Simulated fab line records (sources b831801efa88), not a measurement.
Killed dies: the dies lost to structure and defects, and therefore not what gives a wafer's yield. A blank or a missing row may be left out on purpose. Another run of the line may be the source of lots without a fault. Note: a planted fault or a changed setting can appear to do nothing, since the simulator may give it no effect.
Which tool is to blame?	flow gf180mcu	33 wafers from 11 lots sampled at 4 of the route's 602 steps

WHAT EACH GAUGE READ, for each wafer
GF_VT_IMPLANT_TW_MEAS_21.
lot	measured	on	VT_IMPLANT_2_TW
L714	day 6 12:30	film metro-01	1215 1229 1217
L716	day 7 03:22	film metro-04	1205 1206 1208
L717	day 7 08:53	film metro-01	1216 1217 1216
L718	day 7 15:27	film metro-01	1216 1217 1220
L721	day 8 07:50	film metro-01	1220 1217 1225
L722	day 8 13:17	film metro-04	1198 1203 1199
L730	day 10 16:58	film metro-04	1199 1203 1196
L732	day 11 04:40	film metro-04	1209 1205 1215
L734	day 11 17:19	film metro-01	1220 1223 1220
L735	day 11 21:54	film metro-03	1201 1202 1202
L736	day 12 04:41	film metro-01	1227 1223 1219

GF_PSD_RS_MEAS_14: uses a four-point probe to measure.
lot	measured	on	NSD_RS (ohm/sq)
L714	day 14 13:59	film metro-03	46.19 46.17 46.17
L716	day 15 07:11	film metro-04	46.09 46.09 46.12
L717	day 15 21:11	film metro-01	46.04 45.98 46.04
L718	day 16 09:43	film metro-01	46.08 46.10 46.06
L721	day 17 17:57	film metro-03	49.31 49.42 49.44
L722	day 17 17:34	film metro-01	49.10 49.22 49.33
L730	day 19 20:21	film metro-01	46.26 46.18 46.22
L732	day 20 17:41	film metro-04	46.17 46.19 46.08
L734	day 21 05:34	film metro-03	46.08 46.12 46.05
L735	day 21 13:17	film metro-01	46.21 46.12 46.23
L736	day 21 22:49	film metro-03	46.20 46.13 46.13

TOOL THAT RAN EACH LOT (tool first, then ch and the chambers of the sampled wafers, then the start)
lot	GF_NSD_IMPLANT_09	GF_NSD_STRIP_11
L714	implanter-03 ch 0, day 13 16:43	plasma asher-01 ch 0,1, day 13 17:01
L716	implanter-03 ch 0, day 14 10:38	plasma asher-03 ch 0,1, day 14 10:54
L717	implanter-04 ch 0, day 14 23:27	plasma asher-01 ch 0,1, day 14 23:45
L718	implanter-03 ch 0, day 15 11:18	plasma asher-01 ch 0,1, day 15 11:36
L721	implanter-03 ch 0, day 16 17:53	plasma asher-04 ch 0,1, day 16 18:09
L722	implanter-03 ch 0, day 16 17:33	plasma asher-01 ch 0,1, day 16 17:51
L730	implanter-01 ch 0, day 18 19:20	plasma asher-03 ch 0,1, day 18 19:35
L732	implanter-03 ch 0, day 19 16:53	plasma asher-03 ch 0,1, day 19 17:10
L734	implanter-01 ch 0, day 20 05:08	plasma asher-01 ch 0,1, day 20 05:23
L735	implanter-04 ch 0, day 20 13:31	plasma asher-04 ch 0,1, day 20 13:49
L736	implanter-01 ch 0, day 20 22:46	plasma asher-04 ch 0,1, day 20 23:03
- GF_NSD_IMPLANT_09
- GF_NSD_STRIP_11: strips in O2/N2.

WHAT THE TOOLS THEMSELVES READ (means of the sampled wafers that have a number; where no wafer has one, the mark that the record gives instead)
GF_NSD_IMPLANT_09.
lot	tool	beam on s (s)	dose ions cm2
L714	implanter-03	21.5	4e+15
L716	implanter-03	21.1	4e+15
L717	implanter-04	20.5	4e+15
L718	implanter-03	21.0	4e+15
L721	implanter-03	14.2	3e+15
L722	implanter-03	13.8	3e+15
L730	implanter-01	17.7	4e+15
L732	implanter-03	21.5	4e+15
L734	implanter-01	17.2	4e+15
L735	implanter-04	20.4	4e+15
L736	implanter-01	17.4	4e+15

GF_NSD_STRIP_11.
lot	tool	drypump motor current A (A)	heater power w (W)	o2 flow sccm (sccm)	oes product au (a.u.)	strip time to endpoint s (s)
L714	plasma asher-01	5.76	348	2990	0.485	22.94
L716	plasma asher-03	5.96	340	3001	0.487	22.97
L717	plasma asher-01	5.74	353	2991	0.486	22.97
L718	plasma asher-01	5.76	351	3001	0.487	23.08
L721	plasma asher-04	5.72	341	3002	0.509	21.37
L722	plasma asher-01	5.74	341	2990	0.506	21.39
L730	plasma asher-03	6.02	335	2999	0.490	22.99
L732	plasma asher-03	5.95	344	3000	0.489	22.95
L734	plasma asher-01	5.72	342	2996	0.492	22.93
L735	plasma asher-04	5.72	327	3007	0.484	22.93
L736	plasma asher-04	5.79	330	2997	0.486	23.02

THE ANSWER, worked out from the rows above alone
Rule: what is usual is taken from the lots themselves. The widest of any qualifying gaps counts: lots, ordered by their means at a reading, are off when they make up no more than a third of the lots, leave a main group of 4 or more, and stand apart from it by 3 or more times the standard deviation of that group's means. A main group is skipped when, at the precision printed for the reading in the tables above, its means are all equal. A lot without any number at a reading at which 4 lots or more have one is off too. All remaining lots with rows at the step are treated as sound. Order of review: gauges by route order, followed by the tools' own readings, for which a lot's mean as printed above is used. The first step at which some lot is off is used, and at that step the reading that is off furthest; a lot without a number counts as furthest.
Off: L721, L722, at GF_PSD_RS_MEAS_14 (NSD_RS). Mean 46.13 ohm/sq and standard deviation 0.06 in the main group.
If a tool, at a process step before that reading, ran all the lots that are off and no sound lot after the first of them, it fits. The gauges at GF_PSD_RS_MEAS_14 aren't tried: what is off there is off at GF_NSD_STRIP_11 too, on other tools, and a gauge's error can't cause that. None of those tried fits.

WHAT THE SIMULATOR HAD PUT IN
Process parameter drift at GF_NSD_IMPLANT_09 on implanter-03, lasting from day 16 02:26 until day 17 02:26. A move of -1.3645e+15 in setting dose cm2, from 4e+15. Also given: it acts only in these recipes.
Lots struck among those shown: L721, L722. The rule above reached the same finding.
